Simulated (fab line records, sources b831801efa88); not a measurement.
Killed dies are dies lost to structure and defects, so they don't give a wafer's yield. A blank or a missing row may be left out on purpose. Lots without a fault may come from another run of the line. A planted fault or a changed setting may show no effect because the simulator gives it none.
Chamber matching | flow gf180mcu | GF_V4_CMP_04 on cmp-02: 4 sister chambers
The step polishes SiO2. 14 wafers are shown with their chamber, then 7 later ones without.

WAFERS WITH THEIR CHAMBER
wafer  | chamber | motor_current_A (A) | time_to_endpoint_s (s) | platen_rpm (rpm)
L702.1 | 1       | 11.1                | 72                     | 59.94
L702.5 | 0       | 14.8                | 81                     | 60.01
L702.6 | 1       | 11.2                | 75                     | 60.04
L703.2 | 3       | 10.3                | 73                     | 59.97
L703.4 | 0       | 14.9                | 80                     | 59.95
L703.6 | 0       | 14.6                | 82                     | 60.03
L704.1 | 3       | 10.0                | 75                     | 59.99
L704.4 | 2       | 9.8                 | 70                     | 59.96
L704.5 | 0       | 14.7                | 78                     | 59.97
L711.4 | 3       | 9.8                 | 83                     | 60.05
L711.5 | 1       | 11.6                | 86                     | 60.04
L711.6 | 0       | 14.6                | 88                     | 60.02
L714.4 | 1       | 11.3                | 73                     | 59.97
L714.5 | 3       | 10.2                | 73                     | 60.04

SIGNATURES (means of the wafers above)
reading            | chamber 0 | chamber 1 | chamber 2 | chamber 3 | scatter within a chamber
motor_current_A    | 14.720    | 11.300    | 9.800     | 10.075    | 0.189
time_to_endpoint_s | 81.80     | 76.50     | 70.00     | 76.00     | 5
platen_rpm         | 59.9960   | 59.9975   | 59.9600   | 60.0125   | 0.0411
Rule: a wafer's distance from a chamber is the root of the sum, over the readings, of the square of ((its reading less the chamber's mean) divided by the reading's scatter). The wafer belongs to the nearest chamber; if the next one is less than 2 further off, it can't be placed. The scatter: the root of (the sum of the squares of (reading less its chamber's mean) over the shown wafers, divided by (wafers less chambers)).

WAFERS WITHOUT THEIR CHAMBER
wafer  | motor_current_A (A) | time_to_endpoint_s (s) | platen_rpm (rpm)
L714.6 | 10.2                | 77                     | 60.00
L719.3 | 14.1                | 70                     | 60.00
L719.4 | 10.8                | 75                     | 60.02
L719.6 | 10.2                | 76                     | 59.95
L724.3 | 15.1                | 84                     | 59.99
L724.4 | 11.2                | 74                     | 60.09
L724.6 | 11.1                | 77                     | 59.97

WHICH CHAMBER EACH WENT THROUGH
wafer  | from the rows above     | in truth
L714.6 | can't be placed: 3 or 2 | 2
L719.3 | 0                       | 0
L719.4 | can't be placed: 1 or 3 | 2
L719.6 | can't be placed: 3 or 2 | 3
L724.3 | 0                       | 0
L724.4 | 1                       | 1
L724.6 | 1                       | 1
Placed correctly: 4 of 7. Can't be placed from these rows: 3 (the true chamber is among the candidates in 2). Placed wrongly: 0.
